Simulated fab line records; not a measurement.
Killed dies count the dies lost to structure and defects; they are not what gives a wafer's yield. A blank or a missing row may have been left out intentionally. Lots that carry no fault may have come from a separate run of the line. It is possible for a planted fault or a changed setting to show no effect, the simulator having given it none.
A struck lot beside a sound one :: flow sfq_line :: 42 out of 325 route steps
Sound: wafers L697.1, L697.3, L697.5. Struck: wafers L701.3, L701.5, L701.6. At the end, the cause is stated.
At each step with rows: each side's tool, then ch and its chambers, then its first start. Under that, the readings that differ: sound wafers :: struck wafers :: difference of the means :: sigmas: that difference in standard deviations of wafers without a fault.
alike: same words and numbers on both sides, and readings whose means sit less than 2 such deviations apart. not compared: any withheld reading, any reading some wafer has no value for, any bound like >300 that may hide the same value, and any number with overlapping values for which the record gives no deviation.
A row with sigmas, a row that says differs or no value, or rows on one side alone: a step with any of these is where the two part. When numbers do not overlap yet have no deviation, they are printed without sigmas and do not part them. A reading that every wafer of one side lacks parts them only if that side has two wafers or more.

first, 4 steps without rows for these wafers: SFQ_TRILAYER_I3_VIA_LITHO_COAT_090 (resist thk 62 nm); SFQ_TRILAYER_I3_VIA_LITHO_COAT_085 (resist thk 646.2 nm); SFQ_TRILAYER_I3_VIA_LITHO_SOFTBAKE_089; SFQ_TRILAYER_I3_VIA_LITHO_EXPOSE_086 (exposes mask I3, target cd 500 nm).
SFQ_TRILAYER_I3_VIA_LITHO_PEB_088: peb time 62.31 s.
  sound on litho_track-02 ch 0, day 46 15:29; struck on litho_track-03 ch 0, day 48 10:40
  alike: chill_plate_temp_C, plate_sensor_t_centre_C, plate_sensor_t_edge_C, resist_line_temp_C
then, 1 step without rows for these wafers: SFQ_TRILAYER_I3_VIA_LITHO_DEVELOP_087 (time 60 s).
SFQ_I3_OVL_MEAS_923:
  sound on overlay-01, day 46 15:47; struck on overlay-01, day 48 10:55
  alike: I3_OVL
SFQ_TRILAYER_I3_VIA_BARC_OPEN_VIA_ETCH_121: etches BARC in O2, target depth 125 nm, time 41.7 s.
  sound on rie_diel-04 ch 2,3, day 46 15:49; struck on rie_diel-04 ch 2,3, day 48 10:57
  alike: drypump_motor_current_A, oes_product_au
  not compared: rf_hours_counter_h
then, 1 step without rows for these wafers: SFQ_TRILAYER_I3_VIA_ETCH_VIA_ETCH_088 (etches SiO2 in CHF3, stops on Nb, target depth 260 nm).
SFQ_TRILAYER_I3_VIA_STRIP_STRIP_089: strips in O2.
  sound on rie_metal-03 ch 0,1, day 46 15:58; struck on rie_metal-01 ch 0,1, day 48 11:18
  alike: drypump_motor_current_A, oes_product_au
  not compared: rf_hours_counter_h
then, 2 steps without rows for these wafers: SFQ_TRILAYER_I3_VIA_STRIP_SOLV_CLEAN_090 (cleans in NMP, time 600 s); SFQ_TRILAYER_M4_DEP_PRE_CLEAN_092 (time 22.5 s).
SFQ_TRILAYER_M4_DEP_SPUTTER_091: material Nb, target thk 200 nm, time 133.3 s.
  sound on pvd_sputter-04, day 46 16:47; struck on pvd_sputter-04, day 48 11:54
reading: cathode_dc_power_W (W)
sound: 1999.7 1999.6 2000.2
struck: 2159.9 2160.0 2160.4
difference: +160.3
sigmas: +99 or more

reading: model.Nb_of_TRILAYER_M4_DEP_SPUTTER_091.thk_nm (nm)
sound: 200.8 199.4 198.2
struck: 211.9 213.6 215.1
difference: +14.1
sigmas: 
  alike: throttle_valve_pct
SFQ_M4_RS_MEAS_924: the measuring method here is four-point-probe.
  sound on film_metro-04, day 46 16:52; struck on film_metro-04, day 48 12:02
reading: M4_NB_RS (ohm/sq)
sound: 0.888 0.892 0.899
struck: 0.840 0.832 0.826
difference: -0.060
sigmas: -7
then, 6 steps without rows for these wafers: SFQ_TRILAYER_M4_LITHO_COAT_098 (resist thk 62 nm); SFQ_TRILAYER_M4_LITHO_COAT_093 (resist thk 600 nm); SFQ_TRILAYER_M4_LITHO_SOFTBAKE_097; SFQ_TRILAYER_M4_LITHO_EXPOSE_094 (exposes mask M4, target cd 500 nm); SFQ_TRILAYER_M4_LITHO_PEB_096 (peb time 60 s); SFQ_TRILAYER_M4_LITHO_DEVELOP_095 (time 60 s).
SFQ_M4_OVL_MEAS_926:
  sound on overlay-01, day 46 20:35; struck on overlay-02, day 48 23:10
  alike: M4_OVL
then, 1 step without rows for these wafers: SFQ_TRILAYER_M4_BARC_OPEN_METAL_ETCH_123 (etches BARC in O2, target depth 125 nm, time 41.7 s).
SFQ_TRILAYER_M4_ETCH_METAL_ETCH_096: etches Nb in Cl2/Ar, stops on SiO2, target depth 240 nm, time 120 s.
  sound on rie_metal-02 ch 0,1, day 46 20:41; struck on rie_metal-03 ch 0,1, day 48 23:17
reading: oes_product_au (a.u.)
sound: 0.899 0.894 0.890
struck: 0.922 0.924 0.930
difference: +0.031
sigmas: +5
  alike: drypump_motor_current_A
  not compared: rf_hours_counter_h
then, 2 steps without rows for these wafers: SFQ_TRILAYER_M4_STRIP_STRIP_097 (strips in O2); SFQ_TRILAYER_M4_STRIP_SOLV_CLEAN_098 (cleans in NMP, time 600 s).
SFQ_TRILAYER_I4_DEP_PECVD_099: deposits SiO2 from SiH4/N2O, time 111.11 s, target thk 500 nm.
  sound on pecvd-01 ch 0,1, day 46 21:46; struck on pecvd-02 ch 0,1,2, day 49 00:10
  alike: heater_power_w, throttle_valve_pct
then, 1 step without rows for these wafers: SFQ_TRILAYER_I4_CMP_CMP_100 (polishes SiO2).
SFQ_I4_BOW_MEAS_927:
  sound on film_metro-01, day 47 01:42; struck on film_metro-02, day 49 04:13
  alike: I4_BOW
then, 7 steps without rows for these wafers: SFQ_TRILAYER_I4_METRO_MEASURE_101; SFQ_TRILAYER_I4_VIA_LITHO_COAT_108 (resist thk 62 nm); SFQ_TRILAYER_I4_VIA_LITHO_COAT_103 (resist thk 650 nm); SFQ_TRILAYER_I4_VIA_LITHO_SOFTBAKE_107; SFQ_TRILAYER_I4_VIA_LITHO_EXPOSE_104 (exposes mask I4, target cd 700 nm); SFQ_TRILAYER_I4_VIA_LITHO_PEB_106 (peb time 60 s); SFQ_TRILAYER_I4_VIA_LITHO_DEVELOP_105 (time 60 s).
-- the record jumps here: 5 days lie between the struck wafers' starts before and after --
SFQ_I4_OVL_MEAS_928:
  sound on overlay-02, day 52 11:58; struck on overlay-02, day 54 08:30
  alike: I4_OVL
then, 1 step without rows for these wafers: SFQ_TRILAYER_I4_VIA_BARC_OPEN_VIA_ETCH_146 (etches BARC in O2, target depth 125 nm, time 41.7 s).
SFQ_TRILAYER_I4_VIA_ETCH_VIA_ETCH_106: etches SiO2 in CHF3, stops on Nb, target depth 260 nm.
  sound on rie_diel-02 ch 1,2, day 52 12:02; struck on rie_diel-02 ch 1,2, day 54 08:34
reading: model.Nb_of_TRILAYER_M4_DEP_SPUTTER_091.thk_nm (nm)
sound: 200.7 199.3 198.1
struck: 211.8 213.5 215
difference: +14.1
sigmas: 
  alike: drypump_motor_current_A, oes_product_au
SFQ_TRILAYER_I4_VIA_STRIP_STRIP_107: strips in O2.
  sound on rie_metal-03 ch 0,1, day 52 12:09; struck on rie_metal-01 ch 0,1, day 54 08:53
  alike: drypump_motor_current_A, oes_product_au
  not compared: rf_hours_counter_h
then, 2 steps without rows for these wafers: SFQ_TRILAYER_I4_VIA_STRIP_SOLV_CLEAN_108 (cleans in NMP, time 600 s); SFQ_TRILAYER_JJ_TRILAYER_DEP_PRE_CLEAN_113 (time 22.5 s).
-- the record jumps here: 30 days lie between the struck wafers' starts before and after --
SFQ_M8_BOW_MEAS_951:
  sound on film_metro-02, day 82 03:14; struck on film_metro-02, day 84 06:04
reading: M8_BOW (um)
sound: -8 -7 -8
struck: 21 15 14
difference: +24
sigmas: +2

reading: model.etest.m4.ohm_um
sound: 1.771 1.78 1.788
struck: 1.676 1.657 1.656
difference: -0.117
sigmas: 

reading: model.etest.i3.link_ohm
sound: 1.951 1.972 1.973
struck: 1.907 1.893 1.89
difference: -0.069
sigmas: 

reading: model.etest.m4.ohm_sq
sound: 0.886 0.8922 0.8975
struck: 0.8397 0.8328 0.8271
difference: -0.0587
sigmas: 

reading: model.etest.i4.link_ohm
sound: 2.152 2.171 2.194
struck: 2.111 2.109 2.106
difference: -0.064
sigmas: 

## WHERE THEY PART
First at SFQ_TRILAYER_M4_DEP_SPUTTER_091; last, within this record, at SFQ_M8_BOW_MEAS_951.

WHY: what the simulator had put in
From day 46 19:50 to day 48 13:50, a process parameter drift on pvd_sputter-04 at SFQ_TRILAYER_M4_DEP_SPUTTER_091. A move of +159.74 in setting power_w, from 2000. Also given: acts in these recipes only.
